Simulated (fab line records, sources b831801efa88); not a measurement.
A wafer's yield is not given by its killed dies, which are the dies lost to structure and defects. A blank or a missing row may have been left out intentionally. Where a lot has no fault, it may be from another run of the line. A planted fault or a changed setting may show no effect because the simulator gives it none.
What tool caused it? + flow sky130 + 12 lots, 36 wafers sampled, at 6 steps of a route of 708

== WHAT THE GAUGES SHOWED, per wafer ==
SKY_LI_CONTACT_BOW_MEAS_03. Usual: LI_CONTACT_BOW typically reads 55 um, with standard deviation 6.9.
| lot  | measured     | on           | LI_CONTACT_BOW (um) | flag |
|------|--------------|--------------|---------------------|------|
| L130 | day 27 19:16 | filmMetro-03 | 62 57 59            |      |
| L132 | day 28 12:56 | filmMetro-03 | 61 56 53            |      |
| L134 | day 29 17:45 | filmMetro-03 | 56 59 46            |      |
| L136 | day 30 06:01 | filmMetro-01 | 53 61 56            |      |
| L138 | day 30 22:12 | filmMetro-01 | 63 53 56            |      |
| L142 | day 32 16:06 | filmMetro-03 | 38 51 55            |      |
| L145 | day 33 04:41 | filmMetro-01 | 42 37 53            |      |
| L147 | day 33 13:59 | filmMetro-03 | 39 53 57            |      |
| L149 | day 34 07:25 | filmMetro-01 | 52 63 46            |      |
| L151 | day 34 23:25 | filmMetro-03 | 58 56 51            |      |
| L152 | day 35 06:33 | filmMetro-04 | 60 76 50            |      |
| L153 | day 35 09:14 | filmMetro-03 | 57 64 57            |      |

SKY_CONTACT_CD_MEAS_14: target cd 170 nm. Usual: cdNm reads 170.3 nm (standard deviation 1.5).
| lot  | measured     | on       | cdNm (nm)         | flag |
|------|--------------|----------|-------------------|------|
| L130 | day 31 12:03 | cdSem-02 | 170.4 170.5 168.3 |      |
| L132 | day 32 03:58 | cdSem-02 | 171.5 171.8 171.0 |      |
| L134 | day 33 10:01 | cdSem-01 | 170.8 171.6 171.0 |      |
| L136 | day 33 17:58 | cdSem-01 | 170.4 170.3 172.1 |      |
| L138 | day 34 09:25 | cdSem-01 | 169.1 169.7 168.8 |      |
| L142 | day 36 01:10 | cdSem-01 | 170.0 170.5 170.6 |      |
| L145 | day 36 15:04 | cdSem-02 | 170.3 171.8 172.4 |      |
| L147 | day 37 00:10 | cdSem-02 | 165.6 164.1 164.8 | OFF  |
| L149 | day 37 17:56 | cdSem-01 | 169.2 170.2 171.3 |      |
| L151 | day 38 10:22 | cdSem-02 | 168.7 168.8 170.2 |      |
| L152 | day 38 15:43 | cdSem-01 | 172.7 170.6 172.5 |      |
| L153 | day 38 18:37 | cdSem-02 | 168.8 168.1 168.9 |      |

SKY_CONTACT_OVL_MEAS_15. Usual: CONTACT_OVL typically reads 0 nm, with standard deviation 6.8.
| lot  | measured     | on         | CONTACT_OVL (nm) | flag |
|------|--------------|------------|------------------|------|
| L130 | day 31 12:08 | overlay-02 | -3 -5 -2         |      |
| L132 | day 32 04:05 | overlay-02 | 1 6 4            |      |
| L134 | day 33 10:07 | overlay-02 | 5 7 0            |      |
| L136 | day 33 18:04 | overlay-02 | 0 -1 4           |      |
| L138 | day 34 09:32 | overlay-01 | -3 -13 -3        |      |
| L142 | day 36 01:15 | overlay-02 | -13 -17 -11      |      |
| L145 | day 36 15:11 | overlay-01 | 2 6 2            |      |
| L147 | day 37 00:17 | overlay-02 | 2 1 -3           |      |
| L149 | day 37 18:03 | overlay-01 | -8 9 -3          |      |
| L151 | day 38 10:29 | overlay-01 | -1 10 4          |      |
| L152 | day 38 15:50 | overlay-02 | 16 16 15         |      |
| L153 | day 38 18:44 | overlay-02 | 1 2 2            |      |

SKY_METAL1_THK_MEAS_06: measures by xrf. Usual: METAL1_ALCU_THK typically reads 252 nm, with standard deviation 3.8.
| lot  | measured     | on           | METAL1_ALCU_THK (nm) | flag |
|------|--------------|--------------|----------------------|------|
| L130 | day 31 13:51 | filmMetro-04 | 259 259 254          |      |
| L132 | day 32 08:20 | filmMetro-03 | 250 251 252          |      |
| L134 | day 33 11:47 | filmMetro-02 | 254 255 255          |      |
| L136 | day 33 19:44 | filmMetro-02 | 256 260 258          |      |
| L138 | day 34 11:15 | filmMetro-02 | 260 258 253          |      |
| L142 | day 36 02:56 | filmMetro-02 | 252 247 251          |      |
| L145 | day 36 16:52 | filmMetro-02 | 252 256 257          |      |
| L147 | day 37 01:57 | filmMetro-02 | 250 253 252          |      |
| L149 | day 37 19:46 | filmMetro-02 | 251 253 252          |      |
| L151 | day 38 12:14 | filmMetro-03 | 248 253 249          |      |
| L152 | day 38 17:32 | filmMetro-02 | 247 251 250          |      |
| L153 | day 38 20:24 | filmMetro-02 | 255 253 249          |      |

== WHAT TOOL EACH LOT RAN ON (gives the tool, then ch and the chambers of the sampled wafers, and finally the start) ==
| lot  | SKY_CONTACT_COAT_09              | SKY_CONTACT_STRIP_19                |
|------|----------------------------------|-------------------------------------|
| L130 | lithoTrack-02 ch 0, day 30 21:00 | plasmaAsher-03 ch 0,1, day 31 12:20 |
| L132 | lithoTrack-03 ch 0, day 31 14:00 | plasmaAsher-03 ch 0,1, day 32 04:15 |
| L134 | lithoTrack-02 ch 0, day 32 20:00 | plasmaAsher-02 ch 0,1, day 33 10:18 |
| L136 | lithoTrack-02 ch 0, day 33 04:00 | plasmaAsher-01 ch 0,1, day 33 18:14 |
| L138 | lithoTrack-01 ch 0, day 33 20:00 | plasmaAsher-01 ch 0,1, day 34 09:43 |
| L142 | lithoTrack-01 ch 0, day 35 11:00 | plasmaAsher-02 ch 0,1, day 36 01:26 |
| L145 | lithoTrack-01 ch 0, day 36 02:00 | plasmaAsher-03 ch 0,1, day 36 15:21 |
| L147 | lithoTrack-01 ch 0, day 36 10:00 | plasmaAsher-01 ch 0,1, day 37 00:27 |
| L149 | lithoTrack-03 ch 0, day 37 05:00 | plasmaAsher-02 ch 0,1, day 37 18:13 |
| L151 | lithoTrack-03 ch 0, day 37 19:00 | plasmaAsher-03 ch 0,1, day 38 10:40 |
| L152 | lithoTrack-02 ch 0, day 38 02:00 | plasmaAsher-01 ch 0,1, day 38 16:00 |
| L153 | lithoTrack-03 ch 0, day 38 05:00 | plasmaAsher-02 ch 0,1, day 38 18:54 |
- SKY_CONTACT_COAT_09: resist thk 450 nm.
- SKY_CONTACT_STRIP_19: strips in O2/N2.

== WHAT THE TOOLS THEMSELVES READ (means of the sampled wafers that have a number; where no wafer has one, the mark that the record gives instead) ==
SKY_CONTACT_COAT_09. Usual: dispensePressureKPa reads 47.0 kPa (standard deviation 0.71).
| lot  | tool          | dispensePressureKPa (kPa) | flag |
|------|---------------|---------------------------|------|
| L130 | lithoTrack-02 | 47.1                      |      |
| L132 | lithoTrack-03 | 47.9                      |      |
| L134 | lithoTrack-02 | 47.1                      |      |
| L136 | lithoTrack-02 | 47.1                      |      |
| L138 | lithoTrack-01 | 46.1                      |      |
| L142 | lithoTrack-01 | 46.1                      |      |
| L145 | lithoTrack-01 | 46.1                      |      |
| L147 | lithoTrack-01 | 46.1                      |      |
| L149 | lithoTrack-03 | 47.9                      |      |
| L151 | lithoTrack-03 | 47.9                      |      |
| L152 | lithoTrack-02 | 47.1                      |      |
| L153 | lithoTrack-03 | 47.8                      |      |

SKY_CONTACT_STRIP_19. Usual: drypumpMotorCurrentA 5.56 A, standard deviation 0.29; oesProductAu 0.381 a.u., standard deviation 0.0046; stripTimeToEndpointS 3.61 s, standard deviation 0.033.
| lot  | tool           | drypumpMotorCurrentA (A) | oesProductAu (a.u.) | stripTimeToEndpointS (s) | flag |
|------|----------------|--------------------------|---------------------|--------------------------|------|
| L130 | plasmaAsher-03 | 5.33                     | 0.380               | 3.59                     |      |
| L132 | plasmaAsher-03 | 5.34                     | 0.378               | 3.64                     |      |
| L134 | plasmaAsher-02 | 5.60                     | 0.381               | 3.61                     |      |
| L136 | plasmaAsher-01 | 5.93                     | 0.383               | 3.63                     |      |
| L138 | plasmaAsher-01 | 5.91                     | 0.381               | 3.60                     |      |
| L142 | plasmaAsher-02 | 5.61                     | 0.385               | 3.64                     |      |
| L145 | plasmaAsher-03 | 5.35                     | 0.382               | 3.63                     |      |
| L147 | plasmaAsher-01 | 5.78                     | 0.434               | 4.95                     | OFF  |
| L149 | plasmaAsher-02 | 5.61                     | 0.378               | 3.62                     |      |
| L151 | plasmaAsher-03 | 5.35                     | 0.381               | 3.61                     |      |
| L152 | plasmaAsher-01 | 5.91                     | 0.378               | 3.61                     |      |
| L153 | plasmaAsher-02 | 5.56                     | 0.381               | 3.61                     |      |

== THE ANSWER, worked out from the rows above alone ==
Rule: lot off if the mean of its wafers having a number is beyond 3 standard deviations from the usual mean. Also off: a lot with no number at a reading for which 4 or more lots have one. All remaining lots with rows at the step are treated as sound. The gauges are gone through in route order, then the tools' own readings, and for those a lot's mean is taken as printed above. At the first step where some lot is off, the reading lying furthest off is the one used; lots without a number count as furthest.
Off: L147, at SKY_CONTACT_CD_MEAS_14 (cdNm).
A tool fits if, at a process step before that reading, it ran every lot that is off, and no sound lot after the first of them. Not tried: the gauges at SKY_CONTACT_CD_MEAS_14; whatever is off there is also off at SKY_CONTACT_STRIP_19, on other tools, and gauge error can't account for it. One fits: SKY_CONTACT_COAT_09 on lithoTrack-01. Its last sound lot is L145 (day 36 02:00), its first lot that is off L147 (day 36 10:00): a fault that began between those two fits.

== WHAT WAS PUT IN BY THE SIMULATOR ==
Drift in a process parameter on lithoTrack-01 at SKY_CONTACT_COAT_09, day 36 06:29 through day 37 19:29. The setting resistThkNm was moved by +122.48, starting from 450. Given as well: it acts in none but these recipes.
Shown lots that were struck: L147. The rule above reached the same finding.
